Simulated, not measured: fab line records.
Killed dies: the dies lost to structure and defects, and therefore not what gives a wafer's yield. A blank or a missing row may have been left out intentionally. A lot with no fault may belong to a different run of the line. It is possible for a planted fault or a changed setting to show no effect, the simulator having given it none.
Split-lot experiment / flow sfq-line / route with 325 steps; 5 lots, 23 wafers read

## ON THE SPLIT
At SFQ_TRILAYER_M4_LITHO_COAT_098 (resist thk 62 nm), the setting resist-thk-nm was moved away from the recipe's 62 nm on 4 of the 23 wafers read, by +3.1% to +4.3%. The other wafers ran this setting at the recipe's value.

The reading comes from the split's own step.

## THE READING
BARC_of_TRILAYER_M4_LITHO_COAT_098.thk-nm (the simulator's own value, which no gauge read), in nm, at SFQ_TRILAYER_M4_LITHO_COAT_098 (resist thk 62 nm). There is no usual value for it anywhere in the file. The 19 wafers here that ran the recipe average 62.06 nm, standard deviation 0.2 nm.

wafer=L074.2; tool, chamber at the split=litho-track-01, 0; resist-thk-nm as run, nm=62; against the recipe=recipe; BARC_of_TRILAYER_M4_LITHO_COAT_098.thk-nm, nm=62.05; against lot-mates on the recipe=-
wafer=L074.3; tool, chamber at the split=litho-track-01, 0; resist-thk-nm as run, nm=62; against the recipe=recipe; BARC_of_TRILAYER_M4_LITHO_COAT_098.thk-nm, nm=61.81; against lot-mates on the recipe=-
wafer=L074.4; tool, chamber at the split=litho-track-01, 0; resist-thk-nm as run, nm=62; against the recipe=recipe; BARC_of_TRILAYER_M4_LITHO_COAT_098.thk-nm, nm=61.8; against lot-mates on the recipe=-
wafer=L074.5; tool, chamber at the split=litho-track-01, 0; resist-thk-nm as run, nm=62; against the recipe=recipe; BARC_of_TRILAYER_M4_LITHO_COAT_098.thk-nm, nm=62.03; against lot-mates on the recipe=-
wafer=L074.6; tool, chamber at the split=litho-track-01, 0; resist-thk-nm as run, nm=62; against the recipe=recipe; BARC_of_TRILAYER_M4_LITHO_COAT_098.thk-nm, nm=62.16; against lot-mates on the recipe=-
wafer=L076.1; tool, chamber at the split=litho-track-02, 0; resist-thk-nm as run, nm=62; against the recipe=recipe; BARC_of_TRILAYER_M4_LITHO_COAT_098.thk-nm, nm=62.26; against lot-mates on the recipe=-
wafer=L076.2; tool, chamber at the split=litho-track-02, 0; resist-thk-nm as run, nm=62; against the recipe=recipe; BARC_of_TRILAYER_M4_LITHO_COAT_098.thk-nm, nm=62.35; against lot-mates on the recipe=-
wafer=L076.3; tool, chamber at the split=litho-track-02, 0; resist-thk-nm as run, nm=62; against the recipe=recipe; BARC_of_TRILAYER_M4_LITHO_COAT_098.thk-nm, nm=62.2; against lot-mates on the recipe=-
wafer=L076.4; tool, chamber at the split=litho-track-02, 0; resist-thk-nm as run, nm=62; against the recipe=recipe; BARC_of_TRILAYER_M4_LITHO_COAT_098.thk-nm, nm=62.17; against lot-mates on the recipe=-
wafer=L076.6; tool, chamber at the split=litho-track-02, 0; resist-thk-nm as run, nm=62; against the recipe=recipe; BARC_of_TRILAYER_M4_LITHO_COAT_098.thk-nm, nm=62.42; against lot-mates on the recipe=-
wafer=L077.2; tool, chamber at the split=litho-track-04, 0; resist-thk-nm as run, nm=62; against the recipe=recipe; BARC_of_TRILAYER_M4_LITHO_COAT_098.thk-nm, nm=62.13; against lot-mates on the recipe=-
wafer=L077.3; tool, chamber at the split=litho-track-04, 0; resist-thk-nm as run, nm=62; against the recipe=recipe; BARC_of_TRILAYER_M4_LITHO_COAT_098.thk-nm, nm=61.89; against lot-mates on the recipe=-
wafer=L077.4; tool, chamber at the split=litho-track-04, 0; resist-thk-nm as run, nm=63.94; against the recipe=+3.1%; BARC_of_TRILAYER_M4_LITHO_COAT_098.thk-nm, nm=63.92; against lot-mates on the recipe=+1.94
wafer=L077.5; tool, chamber at the split=litho-track-04, 0; resist-thk-nm as run, nm=62; against the recipe=recipe; BARC_of_TRILAYER_M4_LITHO_COAT_098.thk-nm, nm=61.91; against lot-mates on the recipe=-
wafer=L077.6; tool, chamber at the split=litho-track-04, 0; resist-thk-nm as run, nm=63.94; against the recipe=+3.1%; BARC_of_TRILAYER_M4_LITHO_COAT_098.thk-nm, nm=64.03; against lot-mates on the recipe=+2.05
wafer=L079.1; tool, chamber at the split=litho-track-04, 0; resist-thk-nm as run, nm=62; against the recipe=recipe; BARC_of_TRILAYER_M4_LITHO_COAT_098.thk-nm, nm=62.14; against lot-mates on the recipe=-
wafer=L079.3; tool, chamber at the split=litho-track-04, 0; resist-thk-nm as run, nm=62; against the recipe=recipe; BARC_of_TRILAYER_M4_LITHO_COAT_098.thk-nm, nm=62.19; against lot-mates on the recipe=-
wafer=L079.4; tool, chamber at the split=litho-track-04, 0; resist-thk-nm as run, nm=62; against the recipe=recipe; BARC_of_TRILAYER_M4_LITHO_COAT_098.thk-nm, nm=62.31; against lot-mates on the recipe=-
wafer=L079.5; tool, chamber at the split=litho-track-04, 0; resist-thk-nm as run, nm=64.66; against the recipe=+4.3%; BARC_of_TRILAYER_M4_LITHO_COAT_098.thk-nm, nm=64.98; against lot-mates on the recipe=+2.77
wafer=L079.6; tool, chamber at the split=litho-track-04, 0; resist-thk-nm as run, nm=64.66; against the recipe=+4.3%; BARC_of_TRILAYER_M4_LITHO_COAT_098.thk-nm, nm=64.83; against lot-mates on the recipe=+2.62
wafer=L083.1; tool, chamber at the split=litho-track-04, 0; resist-thk-nm as run, nm=62; against the recipe=recipe; BARC_of_TRILAYER_M4_LITHO_COAT_098.thk-nm, nm=61.85; against lot-mates on the recipe=-
wafer=L083.2; tool, chamber at the split=litho-track-04, 0; resist-thk-nm as run, nm=62; against the recipe=recipe; BARC_of_TRILAYER_M4_LITHO_COAT_098.thk-nm, nm=61.84; against lot-mates on the recipe=-
wafer=L083.6; tool, chamber at the split=litho-track-04, 0; resist-thk-nm as run, nm=62; against the recipe=recipe; BARC_of_TRILAYER_M4_LITHO_COAT_098.thk-nm, nm=61.7; against lot-mates on the recipe=-

FIT RESULTS
A straight line over all 23 wafers: BARC_of_TRILAYER_M4_LITHO_COAT_098.thk-nm changes by +0.645 nm for each +1% of resist-thk-nm; r = +0.98; the points scatter about the line by 0.2 nm.
The same after taking each lot's own level away (the mean of its wafers on the recipe; 23 wafers): +0.631 nm for each +1%; r = +0.99; scatter 0.1 nm.
The reading moves by 2.7 nm for the largest change in resist-thk-nm, on that fit.
Measured against the standard deviation above, the lots' own levels, which go from 61.797 to 62.280 nm, span 2.4 times it.
Consequently the slope shifts little with the lot-to-lot level, the two slopes agreeing.
Check: with one of the wafers moved furthest among these (+4.3%) left out of the fit, the line predicts +2.68 nm for it against its lot-mates. It came out at +2.77 nm against them.

## THE OTHER SPLITS THESE WAFERS WENT THROUGH
Before the reading, these wafers also passed through other splits. Each is held against what the fit with the lots' levels taken away leaves over:
other split on the same wafers=SFQ_TRILAYER_I1_CMP_CMP_046 leave-above-ref-nm; wafers away from the commonest value=9; r with BARC_of_TRILAYER_M4_LITHO_COAT_098.thk-nm (lot level and that fit taken away)=-0.10
other split on the same wafers=SFQ_TRILAYER_I1_VIA_LITHO_EXPOSE_050 dose-mj; wafers away from the commonest value=10; r with BARC_of_TRILAYER_M4_LITHO_COAT_098.thk-nm (lot level and that fit taken away)=-0.02
other split on the same wafers=SFQ_TRILAYER_I1_VIA_ETCH_VIA_ETCH_052 bias-w; wafers away from the commonest value=12; r with BARC_of_TRILAYER_M4_LITHO_COAT_098.thk-nm (lot level and that fit taken away)=+0.08
other split on the same wafers=SFQ_TRILAYER_M2_LITHO_COAT_062 resist-thk-nm; wafers away from the commonest value=8; r with BARC_of_TRILAYER_M4_LITHO_COAT_098.thk-nm (lot level and that fit taken away)=+0.02
other split on the same wafers=SFQ_TRILAYER_I2_CMP_CMP_064 leave-above-ref-nm; wafers away from the commonest value=8; r with BARC_of_TRILAYER_M4_LITHO_COAT_098.thk-nm (lot level and that fit taken away)=+0.10
other split on the same wafers=SFQ_TRILAYER_I2_VIA_LITHO_COAT_067 spin-rpm; wafers away from the commonest value=9; r with BARC_of_TRILAYER_M4_LITHO_COAT_098.thk-nm (lot level and that fit taken away)=-0.05
other split on the same wafers=SFQ_TRILAYER_I2_VIA_ETCH_VIA_ETCH_070 source-w; wafers away from the commonest value=7; r with BARC_of_TRILAYER_M4_LITHO_COAT_098.thk-nm (lot level and that fit taken away)=-0.18
other split on the same wafers=SFQ_TRILAYER_M3_LITHO_COAT_075 spin-rpm; wafers away from the commonest value=10; r with BARC_of_TRILAYER_M4_LITHO_COAT_098.thk-nm (lot level and that fit taken away)=+0.26
other split on the same wafers=SFQ_TRILAYER_M3_BARC_OPEN_METAL_ETCH_100 icp-w; wafers away from the commonest value=10; r with BARC_of_TRILAYER_M4_LITHO_COAT_098.thk-nm (lot level and that fit taken away)=-0.02
other split on the same wafers=SFQ_TRILAYER_I3_VIA_LITHO_COAT_085 resist-thk-nm; wafers away from the commonest value=7; r with BARC_of_TRILAYER_M4_LITHO_COAT_098.thk-nm (lot level and that fit taken away)=+0.42

## THE FILE'S OWN FIT
BARC_of_TRILAYER_M4_LITHO_COAT_098.thk-nm changes by +0.632 nm for each +1% of resist-thk-nm, r = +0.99.
